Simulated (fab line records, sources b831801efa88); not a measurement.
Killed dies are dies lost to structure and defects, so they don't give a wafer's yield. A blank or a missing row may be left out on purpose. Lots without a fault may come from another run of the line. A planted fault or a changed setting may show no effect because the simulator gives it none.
A struck lot beside a sound one | flow sky130 | 15 steps out of a route of 708
Sound: wafers L758.1, L758.4, L758.6. Struck: wafers L756.1, L756.4, L756.5. The cause comes at the end.
At each step with rows: each side's tool, then ch and its chambers, then its first start. Under that, the readings that differ: sound wafers | struck wafers | difference of the means | sigmas: that difference in standard deviations of wafers without a fault.
alike: readings whose means differ by less than 2 such deviations, and words and numbers that are the same on both sides. not compared: withheld readings, readings that some wafer has no value for, bounds like >300 that may hide the same value, and numbers for which the record gives no deviation and whose values overlap.
The two part at a step that has a row with sigmas, a row that says differs or no value, or rows on one side only. Numbers that don't overlap but have no deviation are shown without sigmas and don't part them. A reading that every wafer of one side lacks parts them only if that side has two wafers or more.

first, 6 steps without rows for these wafers: SKY_GATE_OXIDE_HMDS_04 (prime time 60 s); SKY_GATE_OXIDE_COAT_05 (resist thk 1140 nm); SKY_GATE_OXIDE_SOFTBAKE_06 (time 60 s); SKY_GATE_OXIDE_EXPOSE_07 (exposes mask LVOM, target cd 600 nm); SKY_GATE_OXIDE_PEB_08; SKY_GATE_OXIDE_DEVELOP_09 (develop time 60 s).
SKY_GATE_OXIDE_OVL_MEAS_10:
  sound on overlay-02, day 18 03:22; struck on overlay-02, day 17 04:07
  alike: GATE_OXIDE_OVL
then, 2 steps without rows for these wafers: SKY_GATE_OXIDE_IMPLANT_11; SKY_GATE_OXIDE_WET_ETCH_12 (etches SiO2 in dHF, target depth 16.8 nm, time 336 s).
SKY_GATE_OXIDE_STRIP_13: strips in O2/N2.
  sound on plasma_asher-01 ch 0,1, day 18 03:39; struck on plasma_asher-02 ch 0,1, day 17 04:24
  alike: chamber_pressure_mTorr, drypump_motor_current_A, o2_flow_sccm, oes_product_au, strip_time_to_endpoint_s
  not compared: rf_hours_counter_h
SKY_GATE_OXIDE_TW_MEAS_14:
  sound on film_metro-01, day 18 03:45; struck on film_metro-03, day 17 04:30
  alike: GATE_OXIDE_TW
then, 1 step without rows for these wafers: SKY_GATE_OXIDE_CLEAN_15 (cleans in SC1/SC2, time 150 s).
SKY_GATE_OXIDE_OXIDATION_16: stabilise 600 s, purge 300 s, target thk 3.57 nm.
  sound on furnace-02 ch 0, day 18 04:50; struck on furnace-01 ch 0, day 17 04:37
  reading                                           | sound            | struck            | difference | sigmas
  model.SiO2_of_GATE_OXIDE_OXIDATION_01.thk_nm (nm) | 11.3 11.51 11.48 | 13.06 13.18 13.15 | +1.70      |
  alike: ox_temp_c_max
then, 1 step without rows for these wafers: SKY_POLY_GATE_CVD_00 (deposits poly-Si, target thk 180 nm, time 720 s).
-- the record jumps here: 31 days lie between the struck wafers' starts before and after (it left off in module POLY_GATE and takes up again in module PAD_OPEN, whose first step shown is number 708 of the route) --
SKY_PAD_OPEN_PROBE_99:
  sound on prober-02, day 48 17:41; struck on prober-01, day 48 05:47
  reading                                  | sound                         | struck                       | difference | sigmas
  killed_at_other                          | 2 2 1                         | 0 0 0                        | -2         | -3
  model.etest.nfet_16v.r_on_ohm_um         | 1.386e+04 1.403e+04 1.394e+04 | 1.468e+04 1.494e+04 1.48e+04 | +8.633e+02 |
  model.etest.pfet_01v8.r_on_ohm_um        | 2866 2948 2986                | 3506 3559 3444               | +570       |
  model.etest.tip_sonos.rs_ohm_sq          | 2619 2661 2651                | 3044 3057 3079               | +416       |
  model.etest.nfet_01v8.r_on_ohm_um        | 814.3 828 854.7               | 1156 1171 1122               | +317       |
  model.etest.pfet_g5v0d10v5.r_on_ohm_um   | 4652 4755 4762                | 4959 5063 4954               | +269       |
  model.etest.tip_p.rs_ohm_sq              | 6849 6885 6884                | 7152 7190 7207               | +310       |
  model.etest.nfet_01v8_lvt.drive_ua_um    | 582.8 572.3 571.5             | 380 377.5 389.8              | -193       |
  model.etest.nfet_01v8_turned.drive_ua_um | 514.5 501.5 497.7             | 314.6 317.9 320.1            | -187.0     |
  alike: killed_at_M0_to_M3, killed_at_M4_up, killed_at_contacts, killed_at_front_end, killed_dies, killed_on_rim, killed_open, killed_short

WHERE THEY PART
Only at SKY_PAD_OPEN_PROBE_99, within this record.

WHY: what the simulator had put in
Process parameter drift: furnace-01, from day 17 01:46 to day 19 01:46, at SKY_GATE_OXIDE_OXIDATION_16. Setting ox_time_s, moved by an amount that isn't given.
